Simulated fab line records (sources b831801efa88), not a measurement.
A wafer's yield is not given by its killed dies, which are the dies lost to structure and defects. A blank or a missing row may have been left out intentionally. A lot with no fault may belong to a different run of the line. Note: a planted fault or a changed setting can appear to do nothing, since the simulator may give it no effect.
What tool caused it? -- flow gf180mcu -- 6 lots with 18 wafers sampled at 2 steps, on a route of 602 steps

== WHAT THE GAUGES READ, wafer by wafer ==
GF_HV_LDD_CD_MEAS_46: the cd target is 400 nm.
lot,measured,on,cdNm (nm)
L685,day 13 00:50,cdSem-01,397.3 396.7 398.8
L688,day 13 19:02,cdSem-02,398.4 399.4 399.1
L697,day 16 20:23,cdSem-02,399.1 397.7 396.9
L701,day 18 06:15,cdSem-02,401.0 401.6 399.7
L704,day 19 17:27,cdSem-02,400.7 399.2 400.0
L705,day 20 06:13,cdSem-01,400.9 397.8 401.7

== EACH LOT AND THE TOOL THAT RAN IT (in order: tool; ch and the chambers of the sampled wafers; start) ==
lot,GF_HV_LDD_COAT_41
L685,"lithoTrack-04 ch 0, day 12 14:44"
L688,"lithoTrack-03 ch 0, day 13 08:44"
L697,"lithoTrack-01 ch 0, day 16 08:54"
L701,"lithoTrack-01 ch 0, day 17 18:33"
L704,"lithoTrack-03 ch 0, day 19 04:58"
L705,"lithoTrack-04 ch 0, day 19 18:17"
- GF_HV_LDD_COAT_41: resist thk 1000 nm.

== THE ANSWER, worked out from the rows above alone ==
Rule: the usual values come from the lots themselves. The widest of any qualifying gaps counts: lots, ordered by their means at a reading, are off when they make up no more than a third of the lots, leave a main group of 4 or more, and stand apart from it by 3 or more times the standard deviation of that group's means. The tables above print the reading to a certain number of digits; a main group whose means all agree to those digits is not used. Also off: a lot with no number at a reading for which 4 or more lots have one. All remaining lots with rows at the step are treated as sound.
None of the lots is off at any reading shown; this tells nothing.

== WHAT THE SIMULATOR PUT IN ==
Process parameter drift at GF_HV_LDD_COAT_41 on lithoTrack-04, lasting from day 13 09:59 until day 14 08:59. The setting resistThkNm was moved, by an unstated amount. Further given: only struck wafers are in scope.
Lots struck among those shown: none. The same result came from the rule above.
